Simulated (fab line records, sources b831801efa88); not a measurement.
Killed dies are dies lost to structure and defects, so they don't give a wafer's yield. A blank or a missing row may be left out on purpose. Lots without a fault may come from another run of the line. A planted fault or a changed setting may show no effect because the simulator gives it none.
A struck lot beside a sound one | flow sfq_line | 13 steps out of a route of 325
Sound: wafers L312.2, L312.3, L312.4. Struck: wafers L323.2, L323.5, L323.6. The cause comes at the end.
At each step with rows: each side's tool, then ch and its chambers, then its first start. Under that, the readings that differ: sound wafers | struck wafers | difference of the means | sigmas: that difference in standard deviations of wafers without a fault.
alike: readings whose means differ by less than 2 such deviations, and words and numbers that are the same on both sides. not compared: withheld readings, readings that some wafer has no value for, bounds like >300 that may hide the same value, and numbers for which the record gives no deviation and whose values overlap.
The two part at a step that has a row with sigmas, a row that says differs or no value, or rows on one side only. Numbers that don't overlap but have no deviation are shown without sigmas and don't part them. A reading that every wafer of one side lacks parts them only if that side has two wafers or more.

SFQ_I2_OVL_MEAS_918:
  sound on overlay-02, day 43 09:38; struck on overlay-01, day 47 14:17
  alike: I2_OVL
SFQ_TRILAYER_I2_VIA_BARC_OPEN_VIA_ETCH_096: etches BARC in O2, target depth 125 nm, time 40.49 s.
  sound on rie_diel-02 ch 0,2,3, day 43 09:40; struck on rie_diel-04 ch 0,3, day 47 14:19
  alike: drypump_motor_current_A, oes_product_au
  not compared: rf_hours_counter_h
SFQ_TRILAYER_I2_VIA_ETCH_VIA_ETCH_070: etches SiO2 in CHF3, stops on Nb, target depth 260 nm.
  sound on rie_diel-02 ch 0,2,3, day 43 09:43; struck on rie_diel-04 ch 0,3, day 47 14:21
  alike: drypump_motor_current_A, oes_product_au
SFQ_TRILAYER_I2_VIA_STRIP_STRIP_071: strips in O2.
  sound on rie_metal-01 ch 0,1, day 43 09:50; struck on rie_metal-03 ch 0,1, day 47 14:28
  alike: drypump_motor_current_A, oes_product_au
  not compared: rf_hours_counter_h
then, 2 steps without rows for these wafers: SFQ_TRILAYER_I2_VIA_STRIP_SOLV_CLEAN_072 (cleans in NMP, time 600 s); SFQ_TRILAYER_M3_DEP_PRE_CLEAN_074 (time 22.5 s).
SFQ_TRILAYER_M3_DEP_SPUTTER_073: material Nb, target thk 200 nm, time 133.3 s.
  sound on pvd_sputter-03, day 43 11:06; struck on pvd_sputter-06, day 47 15:16
  alike: resputter_cathode_voltage_v, throttle_valve_pct
SFQ_M3_RS_MEAS_919: measures by four-point-probe.
  sound on film_metro-04, day 43 11:13; struck on film_metro-03, day 47 15:23
  alike: M3_NB_RS
then, 3 steps without rows for these wafers: SFQ_TRILAYER_M3_LITHO_COAT_080 (resist thk 62 nm); SFQ_TRILAYER_M3_LITHO_COAT_075 (resist thk 600 nm); SFQ_TRILAYER_M3_LITHO_SOFTBAKE_079.
SFQ_TRILAYER_M3_LITHO_EXPOSE_076: exposes mask M3, target cd 500 nm.
  sound on krf_scanner-01 ch 0, day 43 15:38; struck on krf_scanner-01, day 47 16:29
  no value came back on the struck wafers for exposure_dose_mJ_cm2, focus_offset_nm (nm), stage_vel_mm_s (mm/s); on the sound wafers exposure_dose_mJ_cm2 reads 14.381 14.396 14.407
  alike: mask
then, 1 step without rows for these wafers: SFQ_TRILAYER_M3_LITHO_PEB_078 (peb time 60 s).

WHERE THEY PART
Only at SFQ_TRILAYER_M3_LITHO_EXPOSE_076, within this record.

WHY: what the simulator had put in
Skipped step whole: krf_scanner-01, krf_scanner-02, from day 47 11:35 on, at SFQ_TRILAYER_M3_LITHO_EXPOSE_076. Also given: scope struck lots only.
